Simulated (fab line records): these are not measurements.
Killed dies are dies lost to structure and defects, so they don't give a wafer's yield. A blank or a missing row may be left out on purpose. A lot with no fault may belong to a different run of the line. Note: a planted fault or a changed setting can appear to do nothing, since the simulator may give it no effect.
8D (eight disciplines) problem report, filled in by code / flow sky130 / the parts of the form that need people (team, actions taken, sign-off) are left out

1. WHAT WENT WRONG
Wafers without a fault read 9.999, standard deviation 0.003; beam-energy-keV at SKY_VT_ADJUST_HVTR_IMPLANT_09 reads a mean of 10.174 on 9 wafers belonging to 3 lots. That is +58 standard deviations from the usual mean.
First seen on wafer L253.4, day 12 10:23, on implanter-03. At this step, 42 wafers from 14 lots have a number in the record. Rule for "out" (also "out of limits"): further than 4 standard deviations from the usual mean. The other wafers with a number count as sound.

2. WHAT IT IS; WHAT IT IS NOT
question=which readings at this step | is=beam-energy-keV | is not=-
question=which lots | is=L253, L254, L255 | is not=L243, L245, L246, L248, L258, L260, L261, L262, L263, L264, L266
question=which wafers of those lots | is=all that have a number | is not=-
question=read on which tools | is=implanter-03 | is not=implanter-02, implanter-04
question=when | is=from day 12 10:23 | is not=up to then (12 sound wafers); but 21 sound wafers of L258, L260, L261, L262, L263, L264, L266 came after

3. WHAT RULES OUT EACH SUSPECT
Counting: a tool at a process step up to the reading stays a suspect if it ran every lot that is out and no sound lot after the first of them.
- implanter-03 at SKY_VT_ADJUST_HVTR_IMPLANT_09: ruled out as a lasting fault. Following L253 (day 12 10:23), the first lot on it that is out, the sound lots L266 were run on it.
Left after counting: nothing in the record.

4. THE CAUSE (what the simulator had put in)
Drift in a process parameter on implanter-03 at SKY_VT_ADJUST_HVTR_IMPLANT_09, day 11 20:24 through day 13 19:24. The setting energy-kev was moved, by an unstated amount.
Counting ruled it out, wrongly.

5. SEQUENCE OF EFFECTS, ordered by route
Rows list readings where the struck wafers' mean (over those with a number) sits beyond 3 standard deviations from the usual. Only readings for which the record gives a usual standard deviation are gone through. hours: the time from each lot's start at the first step in this table that gives one to its start at this step, as a median over the lots. sigmas: the change in usual standard deviations.
hours=0; step=SKY_VT_ADJUST_HVTR_IMPLANT_09; reading=beam-energy-keV; usual=9.999; on struck wafers=10.174; change=+0.175; sigmas=+58
Here are the process steps it includes:
- SKY_VT_ADJUST_HVTR_IMPLANT_09
Later steps that measure or inspect, where all struck wafers having a row at the step show a number for every such reading and not one has moved that far: SKY_VT_ADJUST_PCH_OVL_MEAS_07.

6. WHAT WOULD HAVE CAUGHT IT SOONER
The fault began at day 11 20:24; the first out-of-limits reading in this record came at day 12 10:23, 14 hours later.
